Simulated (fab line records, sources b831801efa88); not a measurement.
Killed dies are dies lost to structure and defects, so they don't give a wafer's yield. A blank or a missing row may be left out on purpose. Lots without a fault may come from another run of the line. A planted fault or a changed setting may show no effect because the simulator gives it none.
Chamber matching | flow gf180mcu | GF_V3_CMP_26 on cmp-02: 4 sister chambers
The step polishes, stops on SiO2, t overpolish 15 s, target thk 0 nm. 16 wafers are shown with their chamber, then 8 later ones without.

WAFERS WITH THEIR CHAMBER
wafer  | chamber | motor_current_A (A) | time_to_endpoint_s (s) | overpolish_run_s (s)
L730.1 | 0       | 10.3                | 82                     | 15.000
L730.3 | 3       | 11.1                | 81                     | 14.994
L730.6 | 0       | 10.7                | 80                     | 14.981
L731.1 | 2       | 12.9                | 82                     | 14.992
L731.2 | 3       | 10.9                | 84                     | 14.996
L731.5 | 0       | 10.3                | 83                     | 14.996
L734.3 | 0       | 10.6                | 82                     | 15.009
L734.4 | 1       | 12.9                | 82                     | 15.006
L734.6 | 3       | 10.5                | 81                     | 15.004
L736.2 | 3       | 11.0                | 79                     | 15.005
L736.3 | 0       | 10.6                | 78                     | 15.010
L736.6 | 2       | 12.6                | 86                     | 15.007
L738.1 | 1       | 12.7                | 86                     | 14.999
L738.2 | 2       | 12.6                | 84                     | 15.003
L738.4 | 3       | 10.5                | 83                     | 15.002
L743.2 | 1       | 13.3                | 87                     | 14.990

SIGNATURES (means of the wafers above)
reading            | chamber 0 | chamber 1 | chamber 2 | chamber 3 | scatter within a chamber
motor_current_A    | 10.500    | 12.967    | 12.700    | 10.800    | 0.243
time_to_endpoint_s | 81.00     | 85.00     | 84.00     | 81.60     | 2.11
overpolish_run_s   | 14.99920  | 14.99833  | 15.00067  | 15.00020  | 0.00866
Rule: a wafer's distance from a chamber is the root of the sum, over the readings, of the square of ((its reading less the chamber's mean) divided by the reading's scatter). The wafer belongs to the nearest chamber; if the next one is less than 2 further off, it can't be placed. The scatter: the root of (the sum of the squares of (reading less its chamber's mean) over the shown wafers, divided by (wafers less chambers)).

WAFERS WITHOUT THEIR CHAMBER
wafer  | motor_current_A (A) | time_to_endpoint_s (s) | overpolish_run_s (s)
L743.3 | 10.8                | 81                     | 15.006
L743.6 | 13.1                | 85                     | 15.006
L747.2 | 13.2                | 87                     | 14.988
L747.3 | 13.2                | 83                     | 14.994
L747.5 | 10.5                | 83                     | 15.009
L748.3 | 12.6                | 84                     | 14.999
L748.4 | 13.3                | 86                     | 15.003
L748.5 | 13.0                | 87                     | 15.001

WHICH CHAMBER EACH WENT THROUGH
wafer  | from the rows above     | in truth
L743.3 | can't be placed: 3 or 0 | 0
L743.6 | can't be placed: 1 or 2 | 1
L747.2 | can't be placed: 1 or 2 | 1
L747.3 | can't be placed: 1 or 2 | 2
L747.5 | can't be placed: 0 or 3 | 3
L748.3 | can't be placed: 2 or 1 | 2
L748.4 | can't be placed: 1 or 2 | 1
L748.5 | can't be placed: 1 or 2 | 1
Placed correctly: 0 of 8. Can't be placed from these rows: 8 (the true chamber is among the candidates in 8). Placed wrongly: 0.
